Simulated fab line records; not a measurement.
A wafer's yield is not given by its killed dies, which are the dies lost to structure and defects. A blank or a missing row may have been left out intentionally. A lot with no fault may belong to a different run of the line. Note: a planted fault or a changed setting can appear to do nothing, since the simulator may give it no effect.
Struck lot and sound lot, side by side || flow sky130 || 17 steps out of a route of 708
Sound: these wafers, L244.1, L244.5, L244.6. Struck: wafers L256.1, L256.5, L256.6. Last of all comes the cause.
For every step that has rows: the tool of each side, followed by ch and its chambers, followed by its first start. Under that, the readings that differ: sound wafers || struck wafers || difference of the means || sigmas: that difference in standard deviations of wafers without a fault.
alike: same words and numbers on both sides, and readings whose means sit less than 2 such deviations apart. not compared: any withheld reading, any reading some wafer has no value for, any bound like >300 that may hide the same value, and any number with overlapping values for which the record gives no deviation.
Wherever a step has rows on one side only, a row that says differs or no value, or a row with sigmas, the two part there. Numbers that have no deviation but don't overlap get no sigmas and don't part them. A reading that every wafer of one side lacks parts them only if that side has two wafers or more.

SKY_LDD_HVP_TW_MEAS_10:
  sound on filmMetro-02, day 22 20:52; struck on filmMetro-03, day 27 10:01
  alike: LDD_HVP_TW
then, 7 steps without rows for these wafers: SKY_LDD_LDN_DEHYDRATE_00 (time 60 s); SKY_LDD_LDN_HMDS_01 (prime time 60 s); SKY_LDD_LDN_COAT_02 (resist thk 1140 nm); SKY_LDD_LDN_SOFTBAKE_03 (time 60 s); SKY_LDD_LDN_EXPOSE_04 (exposes mask LDNTM, target cd 700 nm); SKY_LDD_LDN_PEB_05; SKY_LDD_LDN_DEVELOP_06 (develop time 60 s).
SKY_LDD_LDN_OVL_MEAS_07:
  sound on overlay-01, day 24 02:21; struck on overlay-01, day 28 14:49
  alike: LDD_LDN_OVL
then, 3 steps without rows for these wafers: SKY_LDD_LDN_IMPLANT_08; SKY_LDD_LDN_IMPLANT_09; SKY_LDD_LDN_IMPLANT_10.
SKY_LDD_LDN_IMPLANT_11:
  sound on implanter-04 ch 0, day 24 02:50; struck on implanter-01 ch 0, day 28 15:17
{"reading": "doseIonsCm2", "sound": "1.2505e+13 1.2514e+13 1.2498e+13", "struck": "6.019e+12 6.039e+12 6.027e+12", "difference": -6.477e+12, "sigmas": "-99 or more"}
{"reading": "faradayCurrentUA", "sound": "70.1 72.7 70.2", "struck": "35.6 33.4 34.5", "difference": -36.5, "sigmas": -26}
  alike: endStationPressureTorr
SKY_LDD_LDN_STRIP_12: strips in O2/N2.
  sound on plasmaAsher-01 ch 0,1, day 24 02:59; struck on plasmaAsher-02 ch 0,1, day 28 15:26
  alike: drypumpMotorCurrentA, n2FlowSccm, oesProductAu, stripTimeToEndpointS
  not compared: rfHoursCounterH
SKY_LDD_LDN_TW_MEAS_13:
  sound on filmMetro-03, day 24 03:05; struck on filmMetro-03, day 28 15:32
{"reading": "LDD_LDN_TW", "sound": "1488 1487 1487", "struck": "1430 1424 1420", "difference": -63, "sigmas": -8}
then, 1 step without rows for these wafers: SKY_LDD_LDN_CLEAN_14 (cleans in SC1/SC2, time 150 s).
-- the record jumps here: 21 days lie between the struck wafers' starts before and after (it left off in module LDD_LDN and takes up again in module PAD_OPEN, whose first step shown is number 708 of the route) --
SKY_PAD_OPEN_PROBE_99:
  sound on prober-02, day 46 17:57; struck on prober-01, day 49 17:25
{"reading": "model.etest.tipSonos.rsOhmSq", "sound": "2636 2642 2624", "struck": "3032 3031 3022", "difference": "+394", "sigmas": ""}
  alike: killed_at_M0_to_M3, killed_at_M4_up, killedAtContacts, killedAtFrontEnd, killedAtOther, killedDies, killedOpen, killedShort

== WHERE THEY PART ==
Earliest at SKY_LDD_LDN_IMPLANT_11; latest, in this record, at SKY_LDD_LDN_TW_MEAS_13. Later steps at which nothing parts them and some readings are alike: SKY_PAD_OPEN_PROBE_99.

WHY: the cause the simulator had injected
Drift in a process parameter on implanter-01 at SKY_LDD_LDN_IMPLANT_11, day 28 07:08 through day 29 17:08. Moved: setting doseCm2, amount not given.
